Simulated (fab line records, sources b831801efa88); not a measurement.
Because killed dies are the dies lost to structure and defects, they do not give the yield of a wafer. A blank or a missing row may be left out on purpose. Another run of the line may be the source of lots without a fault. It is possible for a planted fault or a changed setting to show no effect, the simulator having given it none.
Chamber matching / flow sky130 / cmp-01 running SKY_VIA4_CMP_21: 4 sister chambers
The step polishes, stops on SiO2, t overpolish 25 s, target thk 0 nm. 7 wafers are shown with their chamber, then 7 later ones without.

## EACH WAFER AND ITS CHAMBER
wafer=L746.5; chamber=1; time-to-endpoint-s (s)=126; motor-current-A (A)=11.3
wafer=L746.6; chamber=2; time-to-endpoint-s (s)=116; motor-current-A (A)=10.8
wafer=L745.1; chamber=1; time-to-endpoint-s (s)=121; motor-current-A (A)=11.6
wafer=L745.2; chamber=3; time-to-endpoint-s (s)=122; motor-current-A (A)=11.2
wafer=L745.3; chamber=0; time-to-endpoint-s (s)=124; motor-current-A (A)=10.2
wafer=L747.1; chamber=3; time-to-endpoint-s (s)=123; motor-current-A (A)=11.0
wafer=L747.2; chamber=0; time-to-endpoint-s (s)=120; motor-current-A (A)=10.1

## WAFERS WITHOUT THEIR CHAMBER
wafer=L747.4; time-to-endpoint-s (s)=124; motor-current-A (A)=11.1
wafer=L749.2; time-to-endpoint-s (s)=118; motor-current-A (A)=10.5
wafer=L749.4; time-to-endpoint-s (s)=121; motor-current-A (A)=12.0
wafer=L749.6; time-to-endpoint-s (s)=124; motor-current-A (A)=11.0
wafer=L755.1; time-to-endpoint-s (s)=123; motor-current-A (A)=10.7
wafer=L755.3; time-to-endpoint-s (s)=117; motor-current-A (A)=9.7
wafer=L755.5; time-to-endpoint-s (s)=119; motor-current-A (A)=10.3

## WHICH CHAMBER EACH ONE RAN IN
wafer=L747.4; from the rows above=can't be placed: 3 or 1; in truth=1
wafer=L749.2; from the rows above=can't be placed: 2 or 0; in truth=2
wafer=L749.4; from the rows above=1; in truth=1
wafer=L749.6; from the rows above=3; in truth=3
wafer=L755.1; from the rows above=can't be placed: 3 or 2 or 0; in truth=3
wafer=L755.3; from the rows above=0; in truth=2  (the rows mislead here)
wafer=L755.5; from the rows above=can't be placed: 0 or 2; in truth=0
Placed correctly: 2 of 7. Unplaceable from these rows: 4, with the true chamber sitting among the candidates in 4. Number placed wrongly: 1.
How it was worked out, from the rows above alone: a wafer's distance from a chamber is the root of the sum, over the readings, of the square of ((its reading less the chamber's mean) divided by the reading's scatter). The wafer belongs to the nearest chamber; if the next one is less than 2 further off, it can't be placed. Each chamber's mean is taken over the wafers shown for it. The scatter: the root of (the sum of the squares of (reading less its chamber's mean) over the shown wafers, divided by (wafers less chambers)).
